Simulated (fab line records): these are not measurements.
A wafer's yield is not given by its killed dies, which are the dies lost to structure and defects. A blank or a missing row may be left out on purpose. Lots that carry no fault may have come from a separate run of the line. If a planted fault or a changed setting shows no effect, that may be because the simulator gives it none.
Which tool was responsible? ; flow sky130 ; Sampling: 14 lots, 41 wafers, 4 of 708 route steps

## WHAT EACH GAUGE READ, for each wafer
SKY_FIELD_ISO_THK_MEAS_23. Usual: FIELD_ISO_OXIDATION_01_THK typically reads 10.06 nm, with standard deviation 0.18.
lot;measured;on;FIELD_ISO_OXIDATION_01_THK (nm);flag
L952;day 2 06:50;film metro-02;10.16 10.19 10.28;
L956;day 3 02:52;film metro-03;10.18 10.19 10.10;
L958;day 3 13:50;film metro-02;9.89 9.98 9.97;
L960;day 4 02:22;film metro-02;10.20 10.12 10.03;
L961;day 4 08:47;film metro-02;10.02 9.90 10.06;
L962;day 4 11:28;film metro-02;9.97 9.83 9.85;
L963;day 4 19:10;film metro-03;9.93 9.96 9.98;
L964;day 5 00:20;film metro-01;10.39 10.27 10.27;
L965;day 5 03:53;film metro-02;10.04 9.85 9.89;
L966;day 5 10:37;film metro-02;9.89 9.72;
L967;day 5 15:55;film metro-01;9.88 9.86 9.88;
L973;day 6 21:46;film metro-03;10.17 10.36 10.29;
L974;day 7 06:06;film metro-02;10.32 10.27 10.19;
L975;day 7 11:33;film metro-01;10.22 10.24 10.14;

SKY_VT_ADJUST_LVTN_TW_MEAS_10. Usual: VT_ADJUST_LVTN_TW typically reads 243.3, with standard deviation 1.9.
lot;measured;on;VT_ADJUST_LVTN_TW;flag
L952;day 6 21:01;film metro-04;243.5 242.7 241.5;
L956;day 7 20:31;film metro-02;239.3 240.4 238.7;
L958;day 8 10:01;film metro-04;244.3 243.6 243.3;
L960;day 9 06:22;film metro-04;243.9 241.3 241.1;
L961;day 9 11:52;film metro-02;242.0 240.4 239.0;
L962;day 9 14:52;film metro-01;243.5 244.6 243.3;
L963;day 10 03:58;film metro-04;244.6 244.6 245.9;
L964;day 10 07:10;film metro-04;245.8 245.1 244.9;
L965;day 10 14:19;film metro-01;244.2 245.7 245.5;
L966;day 10 22:57;film metro-01;245.5 244.9;
L967;day 11 02:55;film metro-01;244.2 243.2 242.8;
L973;day 13 00:31;film metro-01;245.5 243.3 244.5;
L974;day 13 14:51;film metro-01;245.5 244.0 244.3;
L975;day 13 15:13;film metro-04;242.6 242.3 242.8;

SKY_LI_CONTACT_BOW_MEAS_03. Usual: LI_CONTACT_BOW typically reads 57 um, with standard deviation 6.5.
lot;measured;on;LI_CONTACT_BOW (um);flag
L952;day 27 19:45;film metro-03;60 64 53;
L956;day 29 05:28;film metro-01;57 63 63;
L958;day 30 10:37;film metro-03;54 48 58;
L960;day 31 09:13;film metro-04;54 55 56;
L961;day 31 03:01;film metro-01;53 67 63;
L962;day 31 12:03;film metro-04;52 46 50;
L963;day 32 07:50;film metro-01;56 51 57;
L964;day 32 03:31;film metro-01;49 58 56;
L965;day 32 21:22;film metro-03;55 58 50;
L966;day 33 01:59;film metro-01;60 59;
L967;day 33 06:08;film metro-01;62 61 50;
L973;day 35 07:13;film metro-04;50 56 57;
L974;day 36 00:38;film metro-03;51 71 61;
L975;day 36 00:02;film metro-01;62 67 53;

## WHICH TOOL RAN EACH LOT (tool, then ch and the chambers of the sampled wafers, then the start)
lot;SKY_POLY_GATE_DEVELOP_12
L952;litho track-02 ch 0, day 16 06:00
L956;litho track-03 ch 0, day 17 16:00
L958;litho track-02 ch 0, day 18 21:00
L960;litho track-01 ch 0, day 19 22:00
L961;litho track-03 ch 0, day 19 22:00
L962;litho track-01 ch 0, day 20 04:00
L963;litho track-01 ch 0, day 21 01:00
L964;litho track-01 ch 0, day 20 23:00
L965;litho track-02 ch 0, day 21 14:00
L966;litho track-01 ch 0, day 21 22:00
L967;litho track-01 ch 0, day 22 04:00
L973;litho track-01 ch 0, day 24 10:00
L974;litho track-01 ch 0, day 25 03:00
L975;litho track-03 ch 0, day 25 04:00
- SKY_POLY_GATE_DEVELOP_12: develop time 60 s.

## AS READ BY THE TOOLS THEMSELVES (means over the sampled wafers that have a number; for cases with no such wafer, the mark the record gives instead)
SKY_POLY_GATE_DEVELOP_12. Usual: 20.99 C for developer temp C, sd 0.12.
lot;tool;developer temp C (C);flag
L952;litho track-02;20.93;
L956;litho track-03;21.02;
L958;litho track-02;21.09;
L960;litho track-01;21.02;
L961;litho track-03;20.96;
L962;litho track-01;20.97;
L963;litho track-01;20.98;
L964;litho track-01;21.08;
L965;litho track-02;20.99;
L966;litho track-01;21.65;OFF
L967;litho track-01;21.80;OFF
L973;litho track-01;20.90;
L974;litho track-01;20.97;
L975;litho track-03;21.05;

## THE ANSWER, worked out from the rows above alone
Rule: a lot counts as off when the mean over its wafers that have a number is more than 3 standard deviations away from the usual mean. Also off: a lot with no number at a reading for which 4 or more lots have one. Where the step has rows for the other lots, those lots are counted as sound. First the gauges in route order, then the tools' own readings, where a lot's mean is used as printed above. The first step at which some lot is off is used, and at that step the reading that is off furthest; a lot without a number counts as furthest.
Off: L966, L967, at SKY_POLY_GATE_DEVELOP_12 (developer temp C).
A tool fits if, at that step or a process step before it, it ran every lot that is off, and no sound lot after the first of them. None of those tried fits.

## WHAT THE SIMULATOR HAD INSERTED
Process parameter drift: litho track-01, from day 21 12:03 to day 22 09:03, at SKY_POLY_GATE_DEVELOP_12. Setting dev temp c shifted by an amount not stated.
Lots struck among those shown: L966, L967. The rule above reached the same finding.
